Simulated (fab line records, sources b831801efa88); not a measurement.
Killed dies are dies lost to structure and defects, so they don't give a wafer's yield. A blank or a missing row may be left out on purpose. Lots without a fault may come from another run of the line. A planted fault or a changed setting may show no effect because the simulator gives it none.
Chamber matching | flow gf180mcu | GF_V2_CVD_02 on pecvd-02: 3 sister chambers
The step deposits SiO2 from TEOS, target thk 850 nm, time 94.851 s. 3 wafers are shown with their chamber, then 7 later ones without.

WAFERS WITH THEIR CHAMBER
wafer  | chamber | heater_power_w (W)
L884.1 | 2       | 617
L885.2 | 0       | 659
L885.4 | 1       | 463

WAFERS WITHOUT THEIR CHAMBER
wafer  | heater_power_w (W)
L885.5 | 522
L887.1 | 536
L887.2 | 522
L887.6 | 583
L888.1 | 609
L888.3 | 533
L888.6 | 570

WHICH CHAMBER EACH WENT THROUGH
wafer  | from the rows above          | in truth
L885.5 | can't be placed: 1 or 2 or 0 | 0
L887.1 | can't be placed: 1 or 2 or 0 | 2
L887.2 | can't be placed: 1 or 2 or 0 | 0
L887.6 | can't be placed: 2 or 0 or 1 | 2
L888.1 | can't be placed: 2 or 0      | 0
L888.3 | can't be placed: 1 or 2 or 0 | 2
L888.6 | can't be placed: 2 or 0 or 1 | 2
Placed correctly: 0 of 7. Can't be placed from these rows: 7 (the true chamber is among the candidates in 7). Placed wrongly: 0.
How it was worked out, from the rows above alone: a wafer's distance from a chamber is the root of the sum, over the readings, of the square of ((its reading less the chamber's mean) divided by the reading's scatter). The wafer belongs to the nearest chamber; if the next one is less than 2 further off, it can't be placed. A chamber's mean is the mean of its shown wafers. The scatter: with one shown wafer a chamber, the root of the mean of the squares of how far each hidden wafer lies from its nearest shown one.
